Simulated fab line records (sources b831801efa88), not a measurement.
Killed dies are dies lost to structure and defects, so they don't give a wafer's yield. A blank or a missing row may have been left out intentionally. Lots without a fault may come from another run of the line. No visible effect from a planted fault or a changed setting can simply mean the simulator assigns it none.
Code-filled problem report in 8D (eight disciplines) form	flow gf180mcu	the parts of the form that need people (team, actions taken, sign-off) are left out

== 1. THE ISSUE ==
MIM_ALCU_RS at GF_MIM_RS_MEAS_10 reads a mean of 0.2803 ohm/sq on 1 wafer of 1 lot; wafers without a fault read 0.1611 ohm/sq with a standard deviation of 0.0014. That is +85 standard deviations from the usual mean.
The step: measures by four-point-probe.
First seen on wafer L844.5, day 30 16:22, on film metro-01. Wafers with a number at this step in the record: 15, from 5 lots. By rule, "out" or "out of limits" means more than 4 standard deviations away from the usual mean. All remaining wafers that have a number are taken as sound.

== 2. WHAT IT IS, WHAT IT ISN'T ==
question	is	is not
which readings at this step	MIM_ALCU_RS	-
which lots	L844	L827, L843, L846, L848
which wafers of those lots	L844.5	L844.4, L844.6
read on which gauges	film metro-01	film metro-03
when	from day 30 16:22	up to then (8 sound wafers); but 6 sound wafers of L846, L848 came after

== 3. SUSPECTS, AND WHAT RULES EACH OUT ==
Counting: if a tool at a process step up to the reading ran every lot that is out, it stays a suspect. Sound lots after the first of them don't rule it out here, since some wafers of a struck lot are sound.
- the gauge at GF_MIM_RS_MEAS_10: ruled out. All the wafers that are out were read on film metro-01, but those of them that GF_MIM_METAL_ETCH_19 has rows for are out there too, on other tools.
- cvd w-02 at GF_V4_CVD_23 (deposits W, target thk 350 nm, time 104.9 s): kept. L844, the lot that is out, went through it at day 30 14:03; up to then, the latest sound lot through it was L843 at day 29 20:37.
- pvd sputter-03 at GF_MIM_SPUTTER_01 (material TiN, target thk 30 nm, time 25 s): kept. L844, the lot that is out, went through it at day 30 15:59; up to then, the latest sound lot through it was L843 at day 29 21:40.
- pvd sputter-03 at GF_MIM_SPUTTER_04 (material TiN, target thk 50 nm, time 41.7 s): kept. L844, the lot that is out, went through it at day 30 16:04; up to then, the latest sound lot through it was L843 at day 29 21:45.
- pvd sputter-01 at GF_MIM_SPUTTER_08 (material AlCu, target thk 200 nm, time 10.6 s): kept. L844, the lot that is out, went through it at day 30 16:15; up to then, the latest sound lot through it was L827 at day 24 14:27.
- pvd sputter-01 at GF_MIM_SPUTTER_09 (material TiN, target thk 35 nm, time 29.2 s): kept. L844, the lot that is out, went through it at day 30 16:16; up to then, the latest sound lot through it was L827 at day 24 14:28.
- The sound lot-mates ran in chamber 0 of cvd w-02 at GF_V4_CVD_23, but the wafers that are out ran in chamber 1.
Left after counting: cvd w-02 at GF_V4_CVD_23, pvd sputter-03 at GF_MIM_SPUTTER_01, pvd sputter-03 at GF_MIM_SPUTTER_04, pvd sputter-01 at GF_MIM_SPUTTER_08, pvd sputter-01 at GF_MIM_SPUTTER_09.

== 4. THE CAUSE (what the simulator had put in) ==
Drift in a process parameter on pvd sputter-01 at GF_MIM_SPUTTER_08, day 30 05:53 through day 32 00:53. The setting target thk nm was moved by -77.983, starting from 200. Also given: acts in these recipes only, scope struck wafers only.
This tool is one of the 5 suspects left after counting.

== 5. THE CHAIN OF EFFECTS, in route order ==
Each row: a reading where the mean over the struck wafers with a number is more than 3 standard deviations away from the usual. Readings are gone through only where the record gives a usual standard deviation; hours: the median, over the lots, of the time from a lot's start at the first step in this table giving one to that lot's start at this step; sigmas: the change measured in usual standard deviations.
hours	step	reading	usual	on struck wafers	change	sigmas
0	GF_MIM_RS_MEAS_10	MIM_ALCU_RS	0.1611 ohm/sq	0.2803	+0.1192	+85
0	GF_MIM_THK_MEAS_11	MIM_ALCU_THK	200.1 nm	119.3	-80.8	-45
18	GF_MIM_METAL_ETCH_19	oes product au	0.939 a.u.	0.787	-0.152	-26
18	GF_MIM_METAL_ETCH_19	throttle valve pct	28.285 %	28.462	+0.177	+18
Its process steps:
- GF_MIM_METAL_ETCH_19: etches the open film in Cl2/BCl3, stops on Si3N4, target depth 324.5 nm, time 54.1 s.

== 6. HOW IT WOULD HAVE BEEN CAUGHT EARLIER ==
Counted from the fault's start at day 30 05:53, it took 10 hours until the first out-of-limits reading at a measuring or inspecting step in this record, taken at day 30 16:22.
Of the tool readings at GF_MIM_SPUTTER_08 for which the record gives a usual standard deviation, none was out on any struck wafer, so an alarm limit of 4 standard deviations on them would not have fired.
The start of GF_MIM_SPUTTER_08 on pvd sputter-01 came by day 30 16:22 for every one of the lots that are out (1). None of them would have been spared by holding the tool at that moment.
